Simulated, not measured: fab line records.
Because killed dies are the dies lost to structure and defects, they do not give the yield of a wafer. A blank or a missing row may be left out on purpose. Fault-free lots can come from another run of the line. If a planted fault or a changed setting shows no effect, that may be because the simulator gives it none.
A struck lot beside a sound one / flow sky130 / 14 out of 708 route steps
Sound: wafers L429.1, L429.3, L429.6. Wafers struck: L440.2, L440.4, L440.6. The cause is given at the end.
For every step that has rows: the tool of each side, followed by ch and its chambers, followed by its first start. Under that, the readings that differ: sound wafers / struck wafers / difference of the means / sigmas: that difference in standard deviations of wafers without a fault.
alike: a reading whose means differ by less than 2 such deviations, as well as words and numbers matching on both sides. not compared: withheld readings; readings where some wafer has no value; bounds like >300 that might hide an equal value; numbers whose values overlap and for which the record gives no deviation.
The two part at a step that has a row with sigmas, a row that says differs or no value, or rows on one side only. Numbers that don't overlap but have no deviation are shown without sigmas and don't part them. A reading missing from all wafers of one side parts the sides only when that side holds two or more wafers.

first, 8 steps without rows for these wafers: SKY_VIA2_DEHYDRATE_04 (time 60 s); SKY_VIA2_HMDS_05 (prime time 60 s); SKY_VIA2_COAT_06 (resist thk 60 nm); SKY_VIA2_COAT_07 (resist thk 450 nm); SKY_VIA2_SOFTBAKE_08 (time 90 s); SKY_VIA2_EXPOSE_09 (exposes mask VIM2, target cd 200 nm); SKY_VIA2_PEB_10; SKY_VIA2_DEVELOP_11 (develop time 60 s).
SKY_VIA2_CD_MEAS_12: the cd target is 200 nm.
  sound on cd_sem-02, day 37 08:13; struck on cd_sem-02, day 41 05:10
  alike: cd_nm
SKY_VIA2_OVL_MEAS_13:
  sound on overlay-01, day 37 08:20; struck on overlay-01, day 41 05:17
  alike: VIA2_OVL
SKY_VIA2_ETCH_14: etches BARC in N2/H2, stops on SiO2, time 45.9 s, target depth 60 nm.
  sound on rie_diel-03 ch 0,2, day 37 08:23; struck on rie_diel-04 ch 0,2,3, day 41 05:19
  alike: drypump_motor_current_A, oes_product_au, throttle_valve_pct
  not compared: rf_hours_counter_h
SKY_VIA2_ETCH_15: etches SiO2 in C4F8/O2/Ar, stops on TiN, target depth 546 nm, time 84 s.
  sound on rie_diel-03 ch 0,2, day 37 08:25; struck on rie_diel-04 ch 0,2,3, day 41 05:21
  alike: oes_product_au
  not compared: rf_hours_counter_h
SKY_VIA2_STRIP_16: strips in O2/N2.
  sound on plasma_asher-03 ch 0,1, day 37 08:29; struck on plasma_asher-02 ch 0, day 41 05:25
  no value came back on the struck wafers for any of 5 readings (chamber_pressure_mTorr (mTorr), drypump_motor_current_A (A) and others); on the sound wafers chamber_pressure_mTorr (mTorr) reads 1500.8 1498.6 1500.4
reading=model.KrF-thick_of_VIA2_COAT_07.thk_nm (nm); sound=0 0 0; struck=284.1 288.7 284.5; difference=+285.8; sigmas=
  not compared: rf_hours_counter_h
then, 1 step without rows for these wafers: SKY_VIA2_STRIP_17 (strips in post etch residue remover, time 1200 s).

## WHERE THEY PART
Only at SKY_VIA2_STRIP_16, as far as this record shows.

WHY: what had been put in by the simulator
At SKY_VIA2_STRIP_16, the step was skipped entirely on plasma_asher-02 from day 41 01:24 on. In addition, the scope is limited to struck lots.
